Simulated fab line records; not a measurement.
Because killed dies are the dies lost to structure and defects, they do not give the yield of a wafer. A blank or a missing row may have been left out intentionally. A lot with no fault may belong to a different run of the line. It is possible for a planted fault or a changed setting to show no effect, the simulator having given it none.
Which of the tools did it? || flow sky130 || 24 lots with 72 wafers sampled at 5 steps, on a route of 708 steps

## WHAT THE GAUGES READ, wafer by wafer
SKY_CONTACT_CD_MEAS_14: the cd target is 170 nm. Usual: 170.0 nm for cd nm, sd 1.4.
{"lot": "L074", "measured": "day 31 20:47", "on": "cd sem-01", "cd nm (nm)": "169.9 169.6 169.0", "flag": ""}
{"lot": "L075", "measured": "day 32 06:37", "on": "cd sem-02", "cd nm (nm)": "167.6 169.2 167.9", "flag": ""}
{"lot": "L076", "measured": "day 32 18:42", "on": "cd sem-01", "cd nm (nm)": "171.7 171.7 170.5", "flag": ""}
{"lot": "L077", "measured": "day 33 09:42", "on": "cd sem-01", "cd nm (nm)": "169.7 170.3 169.0", "flag": ""}
{"lot": "L079", "measured": "day 33 11:43", "on": "cd sem-02", "cd nm (nm)": "172.0 170.5 170.7", "flag": ""}
{"lot": "L078", "measured": "day 33 18:19", "on": "cd sem-02", "cd nm (nm)": "168.2 167.8 167.3", "flag": ""}
{"lot": "L080", "measured": "day 34 00:53", "on": "cd sem-01", "cd nm (nm)": "168.4 168.3 169.2", "flag": ""}
{"lot": "L081", "measured": "day 34 11:44", "on": "cd sem-01", "cd nm (nm)": "172.5 171.5 172.2", "flag": ""}
{"lot": "L082", "measured": "day 34 18:16", "on": "cd sem-01", "cd nm (nm)": "170.1 170.9 169.5", "flag": ""}
{"lot": "L083", "measured": "day 35 09:24", "on": "cd sem-01", "cd nm (nm)": "169.6 168.1 168.4", "flag": ""}
{"lot": "L084", "measured": "day 35 17:45", "on": "cd sem-01", "cd nm (nm)": "170.7 169.0 170.2", "flag": ""}
{"lot": "L085", "measured": "day 35 21:51", "on": "cd sem-01", "cd nm (nm)": "169.4 168.4 168.4", "flag": ""}
{"lot": "L086", "measured": "day 36 00:33", "on": "cd sem-01", "cd nm (nm)": "171.3 170.8 171.2", "flag": ""}
{"lot": "L087", "measured": "day 36 06:24", "on": "cd sem-01", "cd nm (nm)": "168.3 168.3 168.8", "flag": ""}
{"lot": "L088", "measured": "day 36 23:46", "on": "cd sem-02", "cd nm (nm)": "170.3 171.8 170.4", "flag": ""}
{"lot": "L089", "measured": "day 37 04:43", "on": "cd sem-01", "cd nm (nm)": "170.6 171.9 171.6", "flag": ""}
{"lot": "L090", "measured": "day 37 08:15", "on": "cd sem-01", "cd nm (nm)": "168.9 170.4 169.3", "flag": ""}
{"lot": "L091", "measured": "day 37 10:54", "on": "cd sem-02", "cd nm (nm)": "171.8 172.6 172.3", "flag": ""}
{"lot": "L092", "measured": "day 37 17:44", "on": "cd sem-01", "cd nm (nm)": "168.7 169.2 169.0", "flag": ""}
{"lot": "L094", "measured": "day 38 02:51", "on": "cd sem-02", "cd nm (nm)": "170.4 171.9 170.4", "flag": ""}
{"lot": "L093", "measured": "day 38 05:31", "on": "cd sem-01", "cd nm (nm)": "168.8 169.6 169.9", "flag": ""}
{"lot": "L095", "measured": "day 38 16:39", "on": "cd sem-01", "cd nm (nm)": "172.7 172.0 171.9", "flag": ""}
{"lot": "L096", "measured": "day 38 20:51", "on": "cd sem-01", "cd nm (nm)": "170.5 169.3 169.8", "flag": ""}
{"lot": "L097", "measured": "day 38 22:24", "on": "cd sem-02", "cd nm (nm)": "169.7 170.3 171.0", "flag": ""}

SKY_CAPM_OVL_MEAS_12. Usual: for CAPM_OVL the level is 1.1 nm and the standard deviation is 1.3.
{"lot": "L074", "measured": "day 37 21:00", "on": "overlay-02", "CAPM_OVL (nm)": "0.4 2.0 0.1", "flag": ""}
{"lot": "L075", "measured": "day 38 04:17", "on": "overlay-01", "CAPM_OVL (nm)": "3.2 1.1 2.1", "flag": ""}
{"lot": "L076", "measured": "day 38 14:38", "on": "overlay-02", "CAPM_OVL (nm)": "3.6 2.9 3.2", "flag": ""}
{"lot": "L077", "measured": "day 39 04:59", "on": "overlay-02", "CAPM_OVL (nm)": "-0.4 -1.1 1.9", "flag": ""}
{"lot": "L079", "measured": "day 39 07:32", "on": "overlay-02", "CAPM_OVL (nm)": "1.6 1.3 1.2", "flag": ""}
{"lot": "L078", "measured": "day 39 13:29", "on": "overlay-01", "CAPM_OVL (nm)": "0.5 1.2 0.1", "flag": ""}
{"lot": "L080", "measured": "day 39 18:46", "on": "overlay-01", "CAPM_OVL (nm)": "2.6 2.0 2.9", "flag": ""}
{"lot": "L081", "measured": "day 40 06:44", "on": "overlay-01", "CAPM_OVL (nm)": "-1.3 0.8 3.4", "flag": ""}
{"lot": "L082", "measured": "day 40 10:44", "on": "overlay-02", "CAPM_OVL (nm)": "2.6 1.7 -1.3", "flag": ""}
{"lot": "L083", "measured": "day 41 02:17", "on": "overlay-02", "CAPM_OVL (nm)": "0.8 2.3 0.8", "flag": ""}
{"lot": "L084", "measured": "day 41 07:33", "on": "overlay-01", "CAPM_OVL (nm)": "-1.3 0.2 -1.3", "flag": ""}
{"lot": "L085", "measured": "day 41 12:51", "on": "overlay-02", "CAPM_OVL (nm)": "-0.5 -0.8 -0.2", "flag": ""}
{"lot": "L086", "measured": "day 41 14:02", "on": "overlay-01", "CAPM_OVL (nm)": "0.1 0.2 2.0", "flag": ""}
{"lot": "L087", "measured": "day 41 21:23", "on": "overlay-01", "CAPM_OVL (nm)": "2.6 2.7 0.7", "flag": ""}
{"lot": "L088", "measured": "day 42 11:41", "on": "overlay-02", "CAPM_OVL (nm)": "2.3 1.3 2.6", "flag": ""}
{"lot": "L089", "measured": "day 42 15:56", "on": "overlay-01", "CAPM_OVL (nm)": "2.0 1.0 2.2", "flag": ""}
{"lot": "L090", "measured": "day 42 19:11", "on": "overlay-01", "CAPM_OVL (nm)": "0.2 -0.4 0.7", "flag": ""}
{"lot": "L091", "measured": "day 42 23:50", "on": "overlay-02", "CAPM_OVL (nm)": "0.6 2.1 -0.2", "flag": ""}
{"lot": "L092", "measured": "day 43 05:35", "on": "overlay-02", "CAPM_OVL (nm)": "2.1 0.8 1.1", "flag": ""}
{"lot": "L094", "measured": "day 43 13:08", "on": "overlay-01", "CAPM_OVL (nm)": "-0.7 -0.8 -0.2", "flag": ""}
{"lot": "L093", "measured": "day 43 14:41", "on": "overlay-01", "CAPM_OVL (nm)": "1.7 1.2 0.8", "flag": ""}
{"lot": "L095", "measured": "day 44 02:24", "on": "overlay-01", "CAPM_OVL (nm)": "3.2 2.9 3.9", "flag": ""}
{"lot": "L096", "measured": "day 44 06:38", "on": "overlay-01", "CAPM_OVL (nm)": "0.7 0.5 0.7", "flag": ""}
{"lot": "L097", "measured": "day 44 06:50", "on": "overlay-02", "CAPM_OVL (nm)": "0.4 0.3 1.7", "flag": ""}

SKY_VIA3_RS_MEAS_22: uses a four-point probe to measure. Usual: for VIA3_W_RS the level is 0.292 ohm/sq and the standard deviation is 0.0061.
{"lot": "L074", "measured": "day 40 04:03", "on": "film metro-01", "VIA3_W_RS (ohm/sq)": "0.289 0.278 0.280", "flag": ""}
{"lot": "L075", "measured": "day 40 10:06", "on": "film metro-03", "VIA3_W_RS (ohm/sq)": "0.298 0.305 0.301", "flag": ""}
{"lot": "L076", "measured": "day 40 20:26", "on": "film metro-04", "VIA3_W_RS (ohm/sq)": "0.282 0.280 0.279", "flag": ""}
{"lot": "L077", "measured": "day 41 08:58", "on": "film metro-01", "VIA3_W_RS (ohm/sq)": "0.283 0.290 0.291", "flag": ""}
{"lot": "L079", "measured": "day 41 12:23", "on": "film metro-04", "VIA3_W_RS (ohm/sq)": "0.298 0.295 0.298", "flag": ""}
{"lot": "L078", "measured": "day 41 18:03", "on": "film metro-03", "VIA3_W_RS (ohm/sq)": "0.290 0.290 0.281", "flag": ""}
{"lot": "L080", "measured": "day 42 00:07", "on": "film metro-04", "VIA3_W_RS (ohm/sq)": "0.283 0.290 0.289", "flag": ""}
{"lot": "L081", "measured": "day 42 09:43", "on": "film metro-01", "VIA3_W_RS (ohm/sq)": "0.287 0.293 0.291", "flag": ""}
{"lot": "L082", "measured": "day 42 15:18", "on": "film metro-01", "VIA3_W_RS (ohm/sq)": "0.281 0.283 0.282", "flag": ""}
{"lot": "L083", "measured": "day 43 05:59", "on": "film metro-03", "VIA3_W_RS (ohm/sq)": "0.294 0.294 0.288", "flag": ""}
{"lot": "L084", "measured": "day 43 10:37", "on": "film metro-03", "VIA3_W_RS (ohm/sq)": "0.296 0.294 0.293", "flag": ""}
{"lot": "L085", "measured": "day 43 15:51", "on": "film metro-04", "VIA3_W_RS (ohm/sq)": "0.294 0.293 0.289", "flag": ""}
{"lot": "L086", "measured": "day 43 16:41", "on": "film metro-01", "VIA3_W_RS (ohm/sq)": "0.286 0.291 0.285", "flag": ""}
{"lot": "L087", "measured": "day 43 23:22", "on": "film metro-03", "VIA3_W_RS (ohm/sq)": "0.299 0.300 0.304", "flag": ""}
{"lot": "L088", "measured": "day 44 11:56", "on": "film metro-03", "VIA3_W_RS (ohm/sq)": "0.295 0.293 0.296", "flag": ""}
{"lot": "L089", "measured": "day 44 17:04", "on": "film metro-03", "VIA3_W_RS (ohm/sq)": "0.287 0.293 0.287", "flag": ""}
{"lot": "L090", "measured": "day 44 19:46", "on": "film metro-01", "VIA3_W_RS (ohm/sq)": "0.283 0.291 0.292", "flag": ""}
{"lot": "L091", "measured": "day 45 00:49", "on": "film metro-03", "VIA3_W_RS (ohm/sq)": "0.294 0.302 0.300", "flag": ""}
{"lot": "L092", "measured": "day 45 06:47", "on": "film metro-04", "VIA3_W_RS (ohm/sq)": "0.290 0.294 0.292", "flag": ""}
{"lot": "L094", "measured": "day 45 12:22", "on": "film metro-03", "VIA3_W_RS (ohm/sq)": "0.296 0.297 0.293", "flag": ""}
{"lot": "L093", "measured": "day 45 14:58", "on": "film metro-04", "VIA3_W_RS (ohm/sq)": "0.294 0.284 0.292", "flag": ""}
{"lot": "L095", "measured": "day 46 01:17", "on": "film metro-01", "VIA3_W_RS (ohm/sq)": "0.297 0.293 0.296", "flag": ""}
{"lot": "L096", "measured": "day 46 06:19", "on": "film metro-04", "VIA3_W_RS (ohm/sq)": "0.286 0.287 0.296", "flag": ""}
{"lot": "L097", "measured": "day 46 06:41", "on": "film metro-04", "VIA3_W_RS (ohm/sq)": "0.297 0.300 0.298", "flag": ""}

## TOOL THAT RAN EACH LOT (tool first, then ch and the chambers of the sampled wafers, then the start)
{"lot": "L074", "SKY_VIA2_CMP_24": "cmp-02 ch 0,2,3, day 36 18:48", "SKY_METAL3_SPUTTER_00": "pvd sputter-02, day 36 19:03"}
{"lot": "L075", "SKY_VIA2_CMP_24": "cmp-02 ch 1,2,3, day 37 03:22", "SKY_METAL3_SPUTTER_00": "pvd sputter-03, day 37 03:40"}
{"lot": "L076", "SKY_VIA2_CMP_24": "cmp-02 ch 0,1,3, day 37 13:08", "SKY_METAL3_SPUTTER_00": "pvd sputter-03, day 37 13:23"}
{"lot": "L077", "SKY_VIA2_CMP_24": "cmp-02 ch 0,2,3, day 38 02:53", "SKY_METAL3_SPUTTER_00": "pvd sputter-02, day 38 03:05"}
{"lot": "L079", "SKY_VIA2_CMP_24": "cmp-01 ch 1,2,3, day 38 05:04", "SKY_METAL3_SPUTTER_00": "pvd sputter-03, day 38 05:20"}
{"lot": "L078", "SKY_VIA2_CMP_24": "cmp-02 ch 0,2, day 38 11:50", "SKY_METAL3_SPUTTER_00": "pvd sputter-03, day 38 12:05"}
{"lot": "L080", "SKY_VIA2_CMP_24": "cmp-02 ch 0,2,3, day 38 17:36", "SKY_METAL3_SPUTTER_00": "pvd sputter-01, day 38 17:54"}
{"lot": "L081", "SKY_VIA2_CMP_24": "cmp-01 ch 1,3, day 39 05:56", "SKY_METAL3_SPUTTER_00": "pvd sputter-03, day 39 06:14"}
{"lot": "L082", "SKY_VIA2_CMP_24": "cmp-01 ch 0,2,3, day 39 09:39", "SKY_METAL3_SPUTTER_00": "pvd sputter-01, day 39 09:57"}
{"lot": "L083", "SKY_VIA2_CMP_24": "cmp-02 ch 0,3, day 40 01:17", "SKY_METAL3_SPUTTER_00": "pvd sputter-01, day 40 01:35"}
{"lot": "L084", "SKY_VIA2_CMP_24": "cmp-01 ch 0,2,3, day 40 06:59", "SKY_METAL3_SPUTTER_00": "pvd sputter-02, day 40 07:17"}
{"lot": "L085", "SKY_VIA2_CMP_24": "cmp-01 ch 0,2,3, day 40 11:47", "SKY_METAL3_SPUTTER_00": "pvd sputter-03, day 40 12:05"}
{"lot": "L086", "SKY_VIA2_CMP_24": "cmp-01 ch 0,1,2, day 40 12:59", "SKY_METAL3_SPUTTER_00": "pvd sputter-01, day 40 13:11"}
{"lot": "L087", "SKY_VIA2_CMP_24": "cmp-02 ch 1,2,3, day 40 20:13", "SKY_METAL3_SPUTTER_00": "pvd sputter-03, day 40 20:28"}
{"lot": "L088", "SKY_VIA2_CMP_24": "cmp-02 ch 1,2,3, day 41 10:34", "SKY_METAL3_SPUTTER_00": "pvd sputter-03, day 41 10:52"}
{"lot": "L089", "SKY_VIA2_CMP_24": "cmp-02 ch 0,1,2, day 41 16:25", "SKY_METAL3_SPUTTER_00": "pvd sputter-01, day 41 16:34"}
{"lot": "L090", "SKY_VIA2_CMP_24": "cmp-02 ch 0,3, day 41 19:20", "SKY_METAL3_SPUTTER_00": "pvd sputter-03, day 41 19:38"}
{"lot": "L091", "SKY_VIA2_CMP_24": "cmp-02 ch 2,3, day 41 22:57", "SKY_METAL3_SPUTTER_00": "pvd sputter-01, day 41 23:15"}
{"lot": "L092", "SKY_VIA2_CMP_24": "cmp-02 ch 0,1,3, day 42 05:24", "SKY_METAL3_SPUTTER_00": "pvd sputter-03, day 42 05:42"}
{"lot": "L094", "SKY_VIA2_CMP_24": "cmp-02 ch 0,1,2, day 42 13:22", "SKY_METAL3_SPUTTER_00": "pvd sputter-01, day 42 13:34"}
{"lot": "L093", "SKY_VIA2_CMP_24": "cmp-01 ch 0,1,2, day 42 14:47", "SKY_METAL3_SPUTTER_00": "pvd sputter-01, day 42 15:05"}
{"lot": "L095", "SKY_VIA2_CMP_24": "cmp-01 ch 1,2, day 43 02:38", "SKY_METAL3_SPUTTER_00": "pvd sputter-01, day 43 02:56"}
{"lot": "L096", "SKY_VIA2_CMP_24": "cmp-01 ch 0,1,3, day 43 07:19", "SKY_METAL3_SPUTTER_00": "pvd sputter-01, day 43 07:28"}
{"lot": "L097", "SKY_VIA2_CMP_24": "cmp-02 ch 0,1,2, day 43 07:28", "SKY_METAL3_SPUTTER_00": "pvd sputter-03, day 43 07:46"}
- SKY_VIA2_CMP_24: polishes, stops on SiO2, t overpolish 20 s, target thk 0 nm.
- SKY_METAL3_SPUTTER_00: material Ti, target thk 15 nm, time 10 s.

## WHAT THE TOOLS THEMSELVES READ (means of the sampled wafers that have a number; where no wafer has one, the mark that the record gives instead)
SKY_VIA2_CMP_24. Usual: motor current A 11.5 A, standard deviation 1.7; overpolish run s 20.000 s, standard deviation 0.0095; platen rpm 60.00 rpm, standard deviation 0.038; slurry filter dp kPa 13.50 kPa, standard deviation 0.13; time to endpoint s 102 s, standard deviation 5.7.
{"lot": "L074", "tool": "cmp-02", "motor current A (A)": 12.8, "overpolish run s (s)": 20.002, "platen rpm (rpm)": 60.00, "slurry filter dp kPa (kPa)": 13.58, "time to endpoint s (s)": 97, "flag": ""}
{"lot": "L075", "tool": "cmp-02", "motor current A (A)": 12.3, "overpolish run s (s)": 20.011, "platen rpm (rpm)": 59.98, "slurry filter dp kPa (kPa)": 13.54, "time to endpoint s (s)": 103, "flag": ""}
{"lot": "L076", "tool": "cmp-02", "motor current A (A)": 11.2, "overpolish run s (s)": 19.999, "platen rpm (rpm)": 60.01, "slurry filter dp kPa (kPa)": 13.48, "time to endpoint s (s)": 101, "flag": ""}
{"lot": "L077", "tool": "cmp-02", "motor current A (A)": 12.7, "overpolish run s (s)": 19.997, "platen rpm (rpm)": 60.03, "slurry filter dp kPa (kPa)": 13.53, "time to endpoint s (s)": 93, "flag": ""}
{"lot": "L079", "tool": "cmp-01", "motor current A (A)": 10.1, "overpolish run s (s)": 19.992, "platen rpm (rpm)": 60.00, "slurry filter dp kPa (kPa)": 13.49, "time to endpoint s (s)": 105, "flag": ""}
{"lot": "L078", "tool": "cmp-02", "motor current A (A)": 11.8, "overpolish run s (s)": 20.006, "platen rpm (rpm)": 60.01, "slurry filter dp kPa (kPa)": 13.51, "time to endpoint s (s)": 92, "flag": ""}
{"lot": "L080", "tool": "cmp-02", "motor current A (A)": 12.9, "overpolish run s (s)": 20.012, "platen rpm (rpm)": 59.99, "slurry filter dp kPa (kPa)": 13.49, "time to endpoint s (s)": 96, "flag": ""}
{"lot": "L081", "tool": "cmp-01", "motor current A (A)": 9.9, "overpolish run s (s)": 20.000, "platen rpm (rpm)": 60.01, "slurry filter dp kPa (kPa)": 13.65, "time to endpoint s (s)": 103, "flag": ""}
{"lot": "L082", "tool": "cmp-01", "motor current A (A)": 11.0, "overpolish run s (s)": 20.009, "platen rpm (rpm)": 59.98, "slurry filter dp kPa (kPa)": 13.39, "time to endpoint s (s)": 108, "flag": ""}
{"lot": "L083", "tool": "cmp-02", "motor current A (A)": 11.9, "overpolish run s (s)": 19.993, "platen rpm (rpm)": 60.02, "slurry filter dp kPa (kPa)": 13.42, "time to endpoint s (s)": 98, "flag": ""}
{"lot": "L084", "tool": "cmp-01", "motor current A (A)": 10.8, "overpolish run s (s)": 20.011, "platen rpm (rpm)": 59.99, "slurry filter dp kPa (kPa)": 13.55, "time to endpoint s (s)": 106, "flag": ""}
{"lot": "L085", "tool": "cmp-01", "motor current A (A)": 11.1, "overpolish run s (s)": 20.002, "platen rpm (rpm)": 59.99, "slurry filter dp kPa (kPa)": 13.43, "time to endpoint s (s)": 108, "flag": ""}
{"lot": "L086", "tool": "cmp-01", "motor current A (A)": 11.6, "overpolish run s (s)": 20.003, "platen rpm (rpm)": 59.98, "slurry filter dp kPa (kPa)": 13.49, "time to endpoint s (s)": 100, "flag": ""}
{"lot": "L087", "tool": "cmp-02", "motor current A (A)": 12.5, "overpolish run s (s)": 19.997, "platen rpm (rpm)": 60.00, "slurry filter dp kPa (kPa)": 13.51, "time to endpoint s (s)": 99, "flag": ""}
{"lot": "L088", "tool": "cmp-02", "motor current A (A)": 12.1, "overpolish run s (s)": 19.996, "platen rpm (rpm)": 60.01, "slurry filter dp kPa (kPa)": 13.34, "time to endpoint s (s)": 104, "flag": ""}
{"lot": "L089", "tool": "cmp-02", "motor current A (A)": 11.2, "overpolish run s (s)": 19.998, "platen rpm (rpm)": 60.00, "slurry filter dp kPa (kPa)": 13.54, "time to endpoint s (s)": 98, "flag": ""}
{"lot": "L090", "tool": "cmp-02", "motor current A (A)": 11.3, "overpolish run s (s)": 20.004, "platen rpm (rpm)": 60.02, "slurry filter dp kPa (kPa)": 13.55, "time to endpoint s (s)": 105, "flag": ""}
{"lot": "L091", "tool": "cmp-02", "motor current A (A)": 13.4, "overpolish run s (s)": 19.999, "platen rpm (rpm)": 59.99, "slurry filter dp kPa (kPa)": 13.47, "time to endpoint s (s)": 101, "flag": ""}
{"lot": "L092", "tool": "cmp-02", "motor current A (A)": 10.7, "overpolish run s (s)": 19.993, "platen rpm (rpm)": 59.98, "slurry filter dp kPa (kPa)": 13.53, "time to endpoint s (s)": 104, "flag": ""}
{"lot": "L094", "tool": "cmp-02", "motor current A (A)": 11.8, "overpolish run s (s)": 19.998, "platen rpm (rpm)": 59.98, "slurry filter dp kPa (kPa)": 13.53, "time to endpoint s (s)": 101, "flag": ""}
{"lot": "L093", "tool": "cmp-01", "motor current A (A)": 11.4, "overpolish run s (s)": 19.992, "platen rpm (rpm)": 59.99, "slurry filter dp kPa (kPa)": 13.32, "time to endpoint s (s)": 99, "flag": ""}
{"lot": "L095", "tool": "cmp-01", "motor current A (A)": 11.3, "overpolish run s (s)": 20.003, "platen rpm (rpm)": 60.02, "slurry filter dp kPa (kPa)": 13.50, "time to endpoint s (s)": 109, "flag": ""}
{"lot": "L096", "tool": "cmp-01", "motor current A (A)": 10.4, "overpolish run s (s)": 20.000, "platen rpm (rpm)": 60.04, "slurry filter dp kPa (kPa)": 13.49, "time to endpoint s (s)": 104, "flag": ""}
{"lot": "L097", "tool": "cmp-02", "motor current A (A)": 11.6, "overpolish run s (s)": 19.994, "platen rpm (rpm)": 60.01, "slurry filter dp kPa (kPa)": 13.48, "time to endpoint s (s)": 96, "flag": ""}

SKY_METAL3_SPUTTER_00. Usual: 29.7 % for throttle valve pct, sd 0.84.
{"lot": "L074", "tool": "pvd sputter-02", "throttle valve pct (%)": 30.4, "flag": ""}
{"lot": "L075", "tool": "pvd sputter-03", "throttle valve pct (%)": 29.9, "flag": ""}
{"lot": "L076", "tool": "pvd sputter-03", "throttle valve pct (%)": 30.1, "flag": ""}
{"lot": "L077", "tool": "pvd sputter-02", "throttle valve pct (%)": 30.5, "flag": ""}
{"lot": "L079", "tool": "pvd sputter-03", "throttle valve pct (%)": 30.0, "flag": ""}
{"lot": "L078", "tool": "pvd sputter-03", "throttle valve pct (%)": 29.2, "flag": ""}
{"lot": "L080", "tool": "pvd sputter-01", "throttle valve pct (%)": 29.8, "flag": ""}
{"lot": "L081", "tool": "pvd sputter-03", "throttle valve pct (%)": 29.8, "flag": ""}
{"lot": "L082", "tool": "pvd sputter-01", "throttle valve pct (%)": 30.3, "flag": ""}
{"lot": "L083", "tool": "pvd sputter-01", "throttle valve pct (%)": 29.5, "flag": ""}
{"lot": "L084", "tool": "pvd sputter-02", "throttle valve pct (%)": 30.4, "flag": ""}
{"lot": "L085", "tool": "pvd sputter-03", "throttle valve pct (%)": 29.6, "flag": ""}
{"lot": "L086", "tool": "pvd sputter-01", "throttle valve pct (%)": 29.3, "flag": ""}
{"lot": "L087", "tool": "pvd sputter-03", "throttle valve pct (%)": 29.2, "flag": ""}
{"lot": "L088", "tool": "pvd sputter-03", "throttle valve pct (%)": 30.0, "flag": ""}
{"lot": "L089", "tool": "pvd sputter-01", "throttle valve pct (%)": 28.9, "flag": ""}
{"lot": "L090", "tool": "pvd sputter-03", "throttle valve pct (%)": 29.9, "flag": ""}
{"lot": "L091", "tool": "pvd sputter-01", "throttle valve pct (%)": 28.9, "flag": ""}
{"lot": "L092", "tool": "pvd sputter-03", "throttle valve pct (%)": 29.6, "flag": ""}
{"lot": "L094", "tool": "pvd sputter-01", "throttle valve pct (%)": 28.5, "flag": ""}
{"lot": "L093", "tool": "pvd sputter-01", "throttle valve pct (%)": 28.8, "flag": ""}
{"lot": "L095", "tool": "pvd sputter-01", "throttle valve pct (%)": 28.8, "flag": ""}
{"lot": "L096", "tool": "pvd sputter-01", "throttle valve pct (%)": 28.8, "flag": ""}
{"lot": "L097", "tool": "pvd sputter-03", "throttle valve pct (%)": 30.0, "flag": ""}

## THE ANSWER, worked out from the rows above alone
Rule: take the mean of a lot's wafers that have a number; if it is more than 3 standard deviations from the usual mean, the lot is off. A lot without any number at a reading at which 4 lots or more have one is off too. Where the step has rows for the other lots, those lots are counted as sound. After the gauges, taken in route order, come the tools' own readings; for these a lot's mean is taken, as printed above. At the first step where some lot is off, the reading lying furthest off is the one used; lots without a number count as furthest.
Across all readings shown, no lot is off: no conclusion can be drawn from this.

## WHAT WAS PUT IN BY THE SIMULATOR
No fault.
